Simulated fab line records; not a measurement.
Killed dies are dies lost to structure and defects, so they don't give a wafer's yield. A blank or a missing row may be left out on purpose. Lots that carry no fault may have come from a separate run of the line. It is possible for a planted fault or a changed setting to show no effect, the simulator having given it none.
A lot that was struck, set against a sound lot | flow sfq-line | 42 out of 325 route steps
Sound: the wafers L906.3, L906.4, L906.6. Struck: wafers L917.1, L917.6 (left out: L917.4, a lot-mate that was not struck); the cause follows at the end.
Order at every step that has rows: each side's tool, ch and its chambers, its first start. Under that, the readings that differ: sound wafers | struck wafers | difference of the means | sigmas: that difference in standard deviations of wafers without a fault.
alike: a reading whose means differ by less than 2 such deviations, as well as words and numbers matching on both sides. not compared: withheld readings; readings where some wafer has no value; bounds like >300 that might hide an equal value; numbers whose values overlap and for which the record gives no deviation.
Wherever a step has rows on one side only, a row that says differs or no value, or a row with sigmas, the two part there. Numbers that have no deviation but don't overlap get no sigmas and don't part them. A reading missing from all wafers of one side parts the sides only when that side holds two or more wafers.

first, 3 steps without rows for these wafers: SFQ_TRILAYER_I4_VIA_LITHO_EXPOSE_104 (exposes mask I4, target cd 700 nm); SFQ_TRILAYER_I4_VIA_LITHO_PEB_106 (peb time 60 s); SFQ_TRILAYER_I4_VIA_LITHO_DEVELOP_105 (time 60 s).
SFQ_I4_OVL_MEAS_928:
  struck on overlay-01, day 65 23:35; sound on overlay-02, day 57 13:40
  alike: I4_OVL
SFQ_TRILAYER_I4_VIA_BARC_OPEN_VIA_ETCH_146: etches BARC in O2, target depth 125 nm, time 41.7 s.
  sound on rie-diel-04 ch 1,2,3, day 57 13:42; struck on rie-diel-01 ch 2,3, day 65 23:38
  alike: chamber-pressure-mTorr, drypump-motor-current-A, oes-product-au, rf-fwd-power-W
  not compared: rf-hours-counter-h
SFQ_TRILAYER_I4_VIA_ETCH_VIA_ETCH_106: etches SiO2 in CHF3, stops on Nb, target depth 260 nm.
  sound on rie-diel-04 ch 1,2,3, day 57 13:44; struck on rie-diel-01 ch 2,3, day 65 23:40
  alike: chamber-pressure-mTorr, drypump-motor-current-A, oes-product-au, rf-fwd-power-W
then, 6 steps without rows for these wafers: SFQ_TRILAYER_I4_VIA_STRIP_STRIP_107 (strips in O2); SFQ_TRILAYER_I4_VIA_STRIP_SOLV_CLEAN_108 (cleans in NMP, time 600 s); SFQ_TRILAYER_JJ_TRILAYER_DEP_PRE_CLEAN_113 (time 22.5 s); SFQ_TRILAYER_JJ_TRILAYER_DEP_SPUTTER_109 (material Nb, target thk 150 nm, time 100 s); SFQ_TRILAYER_JJ_TRILAYER_DEP_SPUTTER_110 (material Al, target thk 8 nm, time 10 s); SFQ_TRILAYER_JJ_TRILAYER_DEP_AL_OXIDATION_111 (oxidation time 600 s).
SFQ_TRILAYER_JJ_TRILAYER_DEP_SPUTTER_112: material Nb, target thk 170 nm, time 113.3 s.
  struck on pvd-sputter-03, day 66 01:41; sound on pvd-sputter-03, day 57 15:45
  reading                                                      | sound             | struck    | difference | sigmas
  model.Nb_of_TRILAYER_JJ_TRILAYER_DEP_SPUTTER_112.thk-nm (nm) | 168.6 172.1 169.6 | 124 124.8 | -46        |
  alike: throttle-valve-pct
SFQ_JJ_RS_MEAS_929: uses a four-point probe to measure.
  struck on film-metro-01, day 66 01:46; sound on film-metro-01, day 57 15:52
  reading           | sound             | struck      | difference | sigmas
  JJ_NB_RS (ohm/sq) | 1.057 1.034 1.051 | 1.445 1.437 | +0.394     | +28
then, 6 steps without rows for these wafers: SFQ_TRILAYER_JJ_CE_LITHO_COAT_119 (resist thk 62 nm); SFQ_TRILAYER_JJ_CE_LITHO_COAT_114 (resist thk 600 nm); SFQ_TRILAYER_JJ_CE_LITHO_SOFTBAKE_118; SFQ_TRILAYER_JJ_CE_LITHO_EXPOSE_115 (exposes mask J5, target cd 700 nm); SFQ_TRILAYER_JJ_CE_LITHO_PEB_117 (peb time 60 s); SFQ_TRILAYER_JJ_CE_LITHO_DEVELOP_116 (time 60 s).
-- the record jumps here: 3 days lie between the struck wafers' starts before and after --
SFQ_JJ_OVL_MEAS_931:
  struck on overlay-01, day 69 06:57; sound on overlay-02, day 62 17:48
  alike: J5_OVL
following that, these wafers have no rows for 1 step: SFQ_TRILAYER_JJ_CE_METRO_MEASURE_117.
SFQ_TRILAYER_JJ_CE_BARC_OPEN_RIE_150: chemistry O2, target BARC, target depth 240 nm, time 80 s.
  sound on rie-metal-04 ch 0,1, day 62 19:04; struck on rie-metal-04 ch 0,1, day 69 08:11
  alike: chamber-pressure-mTorr, drypump-motor-current-A, he-backside-leak-sccm, oes-product-au, rf-fwd-power-W
  not compared: rf-hours-counter-h
SFQ_TRILAYER_JJ_CE_ETCH_RIE_118: chemistry SF6, target Nb, stops on Al2O3, time 97.7 s, target depth 170 nm.
  sound on rie-metal-04 ch 0,1, day 62 19:10; struck on rie-metal-04 ch 0,1, day 69 08:17
  reading               | sound             | struck      | difference | sigmas
  oes-product-au (a.u.) | 0.987 0.989 0.989 | 0.827 0.829 | -0.160     | -15
  alike: chamber-pressure-mTorr, drypump-motor-current-A, he-backside-leak-sccm, rf-fwd-power-W
  not compared: rf-hours-counter-h
following that, these wafers have no rows for 1 step: SFQ_TRILAYER_JJ_ANODIZE_ANODIZE_119.
SFQ_TRILAYER_JJ_CE_STRIP_STRIP_120: strips in O2.
  sound on rie-metal-03 ch 0,1, day 62 19:56; struck on rie-metal-01 ch 0,1, day 69 08:53
  alike: chamber-pressure-mTorr, drypump-motor-current-A, he-backside-leak-sccm, oes-product-au
  not compared: rf-hours-counter-h
then, 7 steps without rows for these wafers: SFQ_TRILAYER_JJ_CE_STRIP_SOLV_CLEAN_121 (cleans in NMP, time 600 s); SFQ_TRILAYER_M5_LITHO_COAT_128 (resist thk 62 nm); SFQ_TRILAYER_M5_LITHO_COAT_123 (resist thk 600 nm); SFQ_TRILAYER_M5_LITHO_SOFTBAKE_127; SFQ_TRILAYER_M5_LITHO_EXPOSE_124 (exposes mask M5, target cd 700 nm); SFQ_TRILAYER_M5_LITHO_PEB_126 (peb time 60 s); SFQ_TRILAYER_M5_LITHO_DEVELOP_125 (time 60 s).
-- the record jumps here: 3 days lie between the struck wafers' starts before and after --
SFQ_M5_OVL_MEAS_932:
  struck on overlay-01, day 72 10:53; sound on overlay-01, day 67 09:16
  reading     | sound     | struck | difference | sigmas
  M5_OVL (nm) | -7 -7 -10 | 8 3    | +14        | +3
SFQ_TRILAYER_M5_BARC_OPEN_METAL_ETCH_161: etches BARC in O2, target depth 125 nm, time 41.7 s.
  sound on rie-metal-04 ch 0,1, day 67 09:18; struck on rie-metal-04 ch 1, day 72 10:55
  alike: chamber-pressure-mTorr, drypump-motor-current-A, he-backside-leak-sccm, oes-product-au, rf-fwd-power-W
  not compared: rf-hours-counter-h
then, 6 steps without rows for these wafers: SFQ_TRILAYER_M5_ETCH_METAL_ETCH_126 (etches Nb in Cl2/BCl3, stops on SiO2, time 203.2 s, target depth 265 nm); SFQ_TRILAYER_M5_STRIP_STRIP_127 (strips in O2); SFQ_TRILAYER_M5_STRIP_SOLV_CLEAN_128 (cleans in NMP, time 600 s); SFQ_TRILAYER_A5B_DEP_PECVD_129 (deposits SiO2 from SiH4/N2O, time 133.33 s, target thk 600 nm); SFQ_TRILAYER_A5B_CMP_CMP_130 (polishes, stops on Nb, target thk 340.7 nm); SFQ_TRILAYER_A5B_METRO_MEASURE_131.
-- the record jumps here: 4 days lie between the struck wafers' starts before and after --
SFQ_TRILAYER_R5_ETCH_METAL_ETCH_139: etches the open film in Cl2, stops on SiO2, target depth 60 nm, time 40 s.
  sound on rie-metal-03 ch 0,1, day 69 07:59; struck on rie-metal-02 ch 0,1, day 76 16:31
  reading                                                      | sound             | struck      | difference | sigmas
  rf-fwd-power-W (W)                                           | 594 595 597       | 585 592     | -7         | -2
  model.Nb_of_TRILAYER_JJ_TRILAYER_DEP_SPUTTER_112.thk-nm (nm) | 158.5 161.8 159.2 | 113.9 114.6 | -45.6      |
  alike: chamber-pressure-mTorr, drypump-motor-current-A, he-backside-leak-sccm, oes-product-au
  not compared: rf-hours-counter-h

## WHERE THEY PART
First at SFQ_JJ_RS_MEAS_929; last, within this record, at SFQ_TRILAYER_R5_ETCH_METAL_ETCH_139.

WHY: what had been put in by the simulator
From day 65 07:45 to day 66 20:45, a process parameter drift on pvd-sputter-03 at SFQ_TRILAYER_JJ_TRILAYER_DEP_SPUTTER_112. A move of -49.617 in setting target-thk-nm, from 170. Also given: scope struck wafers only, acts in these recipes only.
